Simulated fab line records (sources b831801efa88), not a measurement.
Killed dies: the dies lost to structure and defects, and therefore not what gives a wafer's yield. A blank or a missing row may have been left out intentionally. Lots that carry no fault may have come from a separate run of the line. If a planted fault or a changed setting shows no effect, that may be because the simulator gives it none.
fab line records	flow sfq_line
record: lots: 7	wafers: 20	last_day: 94
route steps=325 shown M2@92 I2@103
lots that met no fault: from a run of the same line without faults
start_h: hours from the record's first day to the start of the lot's first wafer shown	wait_h: hours from the lot's prior step to this one	" the same as in the row above	L1.1+2: a single row standing in for several wafers	- value missing, or start not given	* or withheld: withheld	< > ~ a bound
route shown NAME@n: a module of which the file shows steps, and the number in the route of the first	usual: the fault-free wafers' mean and standard deviation	same: alike in all rows	chamber/n: place in a boat	sites: readings site by site	_std_site: the standard deviation of these	_edge_site: inner sites' mean taken away from outer sites' mean	radius_mm: for every site, how far away it sits from the centre of the wafer	mask NAME#n: copy n	behind: tool/chamber where the wafer was last shaped	hold: cause of the lot's hold/its duration in hours/its outcome	device: which transistor (n, p or np) failed to switch	end of line: tests run on the same wafers once the route is complete	step lacking rows: just its recipe	killed: dies that structure and defects cost at the first sort, which is not the same as the wafer's yield	map: per-die view of a wafer (x killed, . not killed, _ where there is no die)
set.NAME: the setting as run; set.NAME@STEP: as run at that earlier step	model.NAME: the simulator's own value behind a step, which no gauge read
certain route steps with their lots: each step a table, each wafer a row
services: when a tool's chamber went out of use (start_h, in hours from the record's first day, below 0 if earlier), for how many hours, and the reason
== steps ==
step: SFQ_TRILAYER_M2_LITHO_COAT_062
recipe: resist: BARC	spin_rpm: 3000	resist_thk_nm: 62
step: SFQ_TRILAYER_M2_LITHO_COAT_057
recipe: resist: KrF	spin_rpm: 3000	resist_thk_nm: 600
step: SFQ_TRILAYER_M2_LITHO_SOFTBAKE_061
recipe: temp_c: withheld	time_s: withheld	resist: KrF
step: SFQ_TRILAYER_M2_LITHO_EXPOSE_058
recipe: mask_id: M2	na: 0.6	source_shape: conventional	sigma_outer: 0.65	target_cd_nm: 500	dose_mj: 14.4
step: SFQ_TRILAYER_M2_LITHO_PEB_060
recipe: peb_temp_c: 115	peb_time_s: 60	resist: KrF
step: SFQ_TRILAYER_M2_LITHO_DEVELOP_059
recipe: time_s: 60	resist: KrF
step: SFQ_M2_OVL_MEAS_916
usual: M2_OVL: -2/5.3
lot.wafer	tool	chamber	start_h	wait_h	M2_OVL[nm]
L888.1	overlay-01	-	547.10	0.1	4
L888.2	"	-	"	"	3
L888.5	"	-	"	"	6
L893.1	overlay-02	-	607.82	0.1	5
L893.4	"	-	"	"	10
L893.6	"	-	"	"	0
L896.3	overlay-02	-	639.48	0.1	-9
L896.4	"	-	"	"	-3
L896.5	"	-	"	"	-13
L900.3	overlay-02	-	688.39	0.1	-4
L900.4	"	-	"	"	-9
L900.6	"	-	"	"	-10
L901.1	overlay-02	-	697.98	0.1	-1
L901.3	"	-	"	"	-6
L901.6	"	-	"	"	-6
L904.3	overlay-02	-	707.42	0.1	-1
L904.5	"	-	"	"	-7
L909.3	overlay-02	-	742.47	0.1	-5
L909.5	"	-	"	"	-2
L909.6	"	-	"	"	1
step: SFQ_TRILAYER_M2_BARC_OPEN_METAL_ETCH_077
recipe: mask_material: PR	chemistry: O2	target_depth_nm: 125	target: BARC	icp_w: 600	bias_w: 80	pressure_mtorr: 10	time_s: 41.7
usual: drypump_motor_current_A: 5.6/0.56	oes_product_au: 0.685/0.0049
lot.wafer	tool	chamber	start_h	wait_h	drypump_motor_current_A	oes_product_au	rf_hours_counter_h
L888.1	rie_metal-01	0	547.13	0.0	5.0	0.679	160
L888.2	"	1	"	"	5.6	0.687	59
L888.5	"	1	"	"	5.6	0.688	-
L893.1	rie_metal-03	0	607.85	0.0	5.0	0.694	85
L893.4	"	0	"	"	5.0	0.686	-
L893.6	"	1	"	"	6.5	0.681	-
L896.3	rie_metal-01	0	639.52	0.0	5.0	0.687	-
L896.4	"	1	"	"	5.6	0.690	-
L896.5	"	1	"	"	5.6	0.680	-
L900.3	rie_metal-01	0	688.43	0.0	4.9	0.688	-
L900.4	"	1	"	"	5.6	0.686	-
L900.6	"	0	"	"	5.0	0.688	-
L901.1	rie_metal-04	1	698.01	0.0	5.7	0.688	148
L901.3	"	1	"	"	5.7	0.691	-
L901.6	"	1	"	"	5.7	0.684	-
L904.3	rie_metal-01	1	707.47	0.0	5.6	0.678	-
L904.5	"	1	"	"	5.6	0.692	-
L909.3	rie_metal-01	0	742.52	0.0	5.0	0.678	-
L909.5	"	0	"	"	5.0	0.678	-
L909.6	"	1	"	"	5.6	0.693	-
step: SFQ_TRILAYER_M2_ETCH_METAL_ETCH_060
recipe: target: Nb	stop_on: SiO2	mask_material: PR	chemistry: Cl2/Ar	target_depth_nm: 240	icp_w: 600	bias_w: 80	pressure_mtorr: 10	time_s: 120
usual: drypump_motor_current_A: 5.6/0.56	oes_product_au: 0.897/0.0085
lot.wafer	tool	chamber	start_h	wait_h	drypump_motor_current_A	oes_product_au	rf_hours_counter_h
L888.1	rie_metal-01	0	547.19	0.0	5.0	0.890	160
L888.2	"	1	"	"	5.6	0.897	59
L888.5	"	1	"	"	5.6	0.896	-
L893.1	rie_metal-03	0	607.93	0.1	5.0	0.897	85
L893.4	"	0	"	"	5.1	0.885	-
L893.6	"	1	"	"	6.5	0.893	-
L896.3	rie_metal-01	0	639.60	0.1	5.0	0.888	-
L896.4	"	1	"	"	5.6	0.900	-
L896.5	"	1	"	"	5.6	0.900	-
L900.3	rie_metal-01	0	688.51	0.1	5.0	0.898	-
L900.4	"	1	"	"	5.6	0.887	-
L900.6	"	0	"	"	5.0	0.896	-
L901.1	rie_metal-04	1	698.07	0.0	5.7	0.887	148
L901.3	"	1	"	"	5.7	0.893	-
L901.6	"	1	"	"	5.7	0.894	-
L904.3	rie_metal-01	1	707.55	0.1	5.6	0.891	-
L904.5	"	1	"	"	5.6	0.886	-
L909.3	rie_metal-01	0	742.60	0.1	5.0	0.886	-
L909.5	"	0	"	"	5.0	0.886	-
L909.6	"	1	"	"	5.6	0.904	-
step: SFQ_TRILAYER_M2_STRIP_STRIP_061
recipe: gas: O2	power_w: 200	platen_temp_c: 40	overash_fraction: 0.65	chemistry: O2	pressure_mtorr: 50
usual: drypump_motor_current_A: 5.6/0.56	oes_product_au: 1.005/0.011
lot.wafer	tool	chamber	start_h	wait_h	drypump_motor_current_A	oes_product_au	rf_hours_counter_h
L888.1	rie_metal-01	0	547.32	0.1	5.0	1.016	160
L888.2	"	1	"	"	5.6	1.004	59
L888.5	"	1	"	"	5.6	1.011	-
L893.1	rie_metal-03	0	608.10	0.1	5.1	0.990	85
L893.4	"	0	"	"	5.1	0.991	-
L893.6	"	1	"	"	6.5	1.017	-
L896.3	rie_metal-01	0	639.89	0.2	5.0	0.990	-
L896.4	"	1	"	"	5.6	1.013	-
L896.5	"	1	"	"	5.6	1.000	-
L900.3	rie_metal-01	0	688.80	0.2	5.0	1.000	-
L900.4	"	1	"	"	5.6	0.992	-
L900.6	"	0	"	"	5.0	0.997	-
L901.1	rie_metal-04	1	698.20	0.1	5.7	1.012	148
L901.3	"	1	"	"	5.7	1.025	-
L901.6	"	1	"	"	5.7	1.026	-
L904.3	rie_metal-01	1	707.83	0.2	5.6	1.001	-
L904.5	"	1	"	"	5.6	1.000	-
L909.3	rie_metal-01	0	742.88	0.2	5.0	0.989	-
L909.5	"	0	"	"	5.0	0.998	-
L909.6	"	1	"	"	5.6	1.017	-
step: SFQ_TRILAYER_M2_STRIP_SOLV_CLEAN_062
recipe: chemistry: NMP	temp_c: 70	time_s: 600
step: SFQ_TRILAYER_I2_DEP_PECVD_063
recipe: material: SiO2	temp_c: 150	time_s: 111.11	pressure_torr: 2.4	rf_w: 183.3	precursor: SiH4/N2O	target_thk_nm: 500
usual: heater_power_w: 85/15	run_length_s: 139.0/0.59	throttle_valve_pct: 25.2/1.5
lot.wafer	tool	chamber	start_h	wait_h	heater_power_w	run_length_s	throttle_valve_pct	model.SiO2_of_TRILAYER_I2_DEP_PECVD_063.thk_nm
L888.1	pecvd-04	2	548.11	0.0	107	138.6	23.8	499
L888.2	"	0	"	"	72	138.2	28.1	494.3
L888.5	"	1	"	"	73	137.9	25.4	501.4
L893.1	pecvd-03	2	609.07	0.0	84	139.4	25.2	482.5
L893.4	"	1	"	"	100	139.3	25.3	502.8
L893.6	"	2	"	"	83	139.3	25.4	485.6
L896.3	pecvd-01	2	640.46	0.0	74	139.0	24.0	500.6
L896.4	"	1	"	"	80	138.5	24.1	509.7
L896.5	"	0	"	"	70	139.1	22.8	515.5
L900.3	pecvd-01	1	689.37	0.0	73	142.1	24.3	512.7
L900.4	"	2	"	"	78	139.3	24.1	507.6
L900.6	"	1	"	"	73	138.6	24.3	508.7
L901.1	pecvd-01	1	698.97	0.0	72	138.9	24.4	501.8
L901.3	"	0	"	"	81	143.0	22.9	512
L901.6	"	2	"	"	73	139.1	24.0	503
L904.3	pecvd-01	1	708.41	0.0	72	141.9	24.2	508.9
L904.5	"	1	"	"	74	138.9	24.3	498.4
L909.3	pecvd-04	2	743.46	0.0	100	138.3	23.9	509.3
L909.5	"	1	"	"	72	137.8	25.7	505.4
L909.6	"	2	"	"	107	138.1	23.9	512.9
step: SFQ_TRILAYER_I2_CMP_CMP_064
recipe: material: SiO2	down_force_psi: 3	platen_rpm: 60	pad_velocity_m_s: 0.94248
usual: motor_current_A: 10.1/0.77	slurry_flow_ml_min: 150.1/0.45	time_to_endpoint_s: 212/11
lot.wafer	tool	chamber	start_h	wait_h	motor_current_A	slurry_flow_ml_min	time_to_endpoint_s
L888.1	cmp-01	0	558.44	10.3	11.4	150.4	224
L888.2	"	3	559.94	11.8	9.6	150.2	212
L888.5	"	0	"	"	11.0	149.6	226
L893.4	cmp-02	2	621.79	12.6	9.4	150.4	210
L893.1	"	0	622.79	13.7	12.0	150.2	183
L893.6	"	2	623.79	14.6	9.5	150.2	206
L896.4	cmp-02	2	658.29	17.8	9.8	149.8	217
L896.3	"	3	"	"	10.2	150.2	209
L896.5	"	1	659.79	19.3	9.6	150.4	215
L900.4	cmp-02	0	705.79	16.3	11.1	149.5	199
L900.3	"	1	"	"	9.6	150.7	210
L900.6	"	1	708.29	18.8	9.5	150.5	217
L901.3	cmp-02	1	714.79	15.8	9.1	149.9	221
L901.1	"	2	"	"	9.3	150.9	221
L901.6	"	2	717.29	18.2	9.2	150.0	223
L904.3	cmp-02	2	720.79	12.3	9.3	149.9	216
L904.5	"	3	723.29	14.8	11.0	149.8	202
L909.3	cmp-02	3	749.29	5.8	10.9	149.5	214
L909.5	"	0	"	"	10.7	149.7	206
L909.6	"	1	"	"	9.3	149.4	217
== services ==
tool	chamber	start_h	hours	kind
cmp-01	-	532.54	0.8	repair
cmp-02	-	533.43	7.7	pm
pecvd-03	-	536.15	0.3	repair
pecvd-01	-	567.95	2.8	pm
cmp-02	-	570.50	4.9	repair
cmp-02	-	575.44	4.0	pm
pecvd-03	-	600.26	0.8	repair
cmp-01	-	600.44	6.7	pm
cmp-02	-	607.71	11.1	pm
pecvd-01	0	611.82	5.0	repair
rie_metal-01	0	618.26	5.6	repair
cmp-02	-	620.09	1.0	repair
rie_metal-01	0	641.78	-	clean
rie_metal-01	0	641.78	21.1	scheduled_down
cmp-02	-	642.92	2.0	repair
cmp-01	-	652.70	6.2	repair
rie_metal-03	-	658.29	2.8	pm
cmp-01	-	661.86	5.6	pm
pecvd-03	-	663.94	0.5	repair
rie_metal-04	1	667.82	17.9	repair
cmp-01	-	707.00	1.7	repair
rie_metal-04	0	716.74	8.8	repair
pecvd-04	-	725.42	1.2	repair
rie_metal-01	-	749.53	3.8	repair
== key ==
first_sign: step: SFQ_TRILAYER_I2_DEP_PECVD_063	reading: run_length_s	direction: up	sigmas: 5.6	usual: *	struck: *
effect none on later readings
model_effect: step: SFQ_TRILAYER_I2_DEP_PECVD_063	value: SiO2_of_TRILAYER_I2_DEP_PECVD_063.thk_nm	without: 496.2	struck: 511.2
met_at SFQ_TRILAYER_I2_DEP_PECVD_063
struck_wafers L900.3,L901.3,L904.3
onset_between 640.46 689.37
fault: kind: process_parameter_drift	tool: pecvd-01	chamber: -	onset_h: 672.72	steps: SFQ_TRILAYER_I2_DEP_PECVD_063	channel: time_s	offset: *	shape: step	end_h: 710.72	scope: struck_wafers_only	acts_in: *	stated: *
